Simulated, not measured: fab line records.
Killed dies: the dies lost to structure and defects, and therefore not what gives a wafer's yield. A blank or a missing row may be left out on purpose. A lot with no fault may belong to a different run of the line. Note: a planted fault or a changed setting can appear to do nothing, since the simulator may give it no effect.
The tool behind it: which one? :: flow gf180mcu :: Sampling: 6 lots, 17 wafers, 2 of 602 route steps

## WHAT THE GAUGES READ, wafer by wafer
GF_STI_THK_MEAS_24.
lot: L719
measured: day 2 14:28
on: film_metro-02
STI_CVD_23_THK (nm): 660 659 659

lot: L721
measured: day 3 00:01
on: film_metro-01
STI_CVD_23_THK (nm): 646 644 649

lot: L725
measured: day 3 22:05
on: film_metro-01
STI_CVD_23_THK (nm): 653 648 651

lot: L730
measured: day 4 22:01
on: film_metro-01
STI_CVD_23_THK (nm): 640 637 633

lot: L735
measured: day 6 00:05
on: film_metro-02
STI_CVD_23_THK (nm): 611 609

lot: L738
measured: day 6 17:47
on: film_metro-02
STI_CVD_23_THK (nm): 649 649 647

## WHICH TOOL RAN EACH LOT (tool, then ch and the chambers of the sampled wafers, then the start)
lot: L719
GF_STI_CVD_23: hdpcvd-01 ch 0,1, day 2 14:23

lot: L721
GF_STI_CVD_23: hdpcvd-02 ch 0,1,2, day 2 23:56

lot: L725
GF_STI_CVD_23: hdpcvd-02 ch 0,1,2, day 3 21:59

lot: L730
GF_STI_CVD_23: hdpcvd-02 ch 0,1, day 4 21:56

lot: L735
GF_STI_CVD_23: hdpcvd-02 ch 1, day 5 23:59

lot: L738
GF_STI_CVD_23: hdpcvd-01 ch 0,2, day 6 17:42
- GF_STI_CVD_23: deposits SiO2, target thk 650 nm, time 108.3 s.

## THE ANSWER, worked out from the rows above alone
Rule: the lots themselves supply what counts as usual. The widest of any qualifying gaps counts: lots, ordered by their means at a reading, are off when they make up no more than a third of the lots, leave a main group of 4 or more, and stand apart from it by 3 or more times the standard deviation of that group's means. A main group is skipped when, at the precision printed for the reading in the tables above, its means are all equal. A lot without any number at a reading at which 4 lots or more have one is off too. Any other lot the step has rows for is counted as sound.
Off: L735, at GF_STI_THK_MEAS_24 (STI_CVD_23_THK). Main group: mean 648 nm, sd 7.3.
A tool fits if, at a process step before that reading, it ran every lot that is off, and no sound lot after the first of them. Those tools and the gauges at GF_STI_THK_MEAS_24 are tried in the same way. One fits: hdpcvd-02 at GF_STI_CVD_23. A fault onset in the window from L730 (day 4 21:56, its last sound lot) to L735 (day 5 23:59, its first lot off) fits.

## WHAT WAS PUT IN BY THE SIMULATOR
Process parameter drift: hdpcvd-02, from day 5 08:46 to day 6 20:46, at GF_STI_CVD_23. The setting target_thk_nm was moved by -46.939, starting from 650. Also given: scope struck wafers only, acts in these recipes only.
Struck lots among those shown: L735. The rule above reached the same finding.
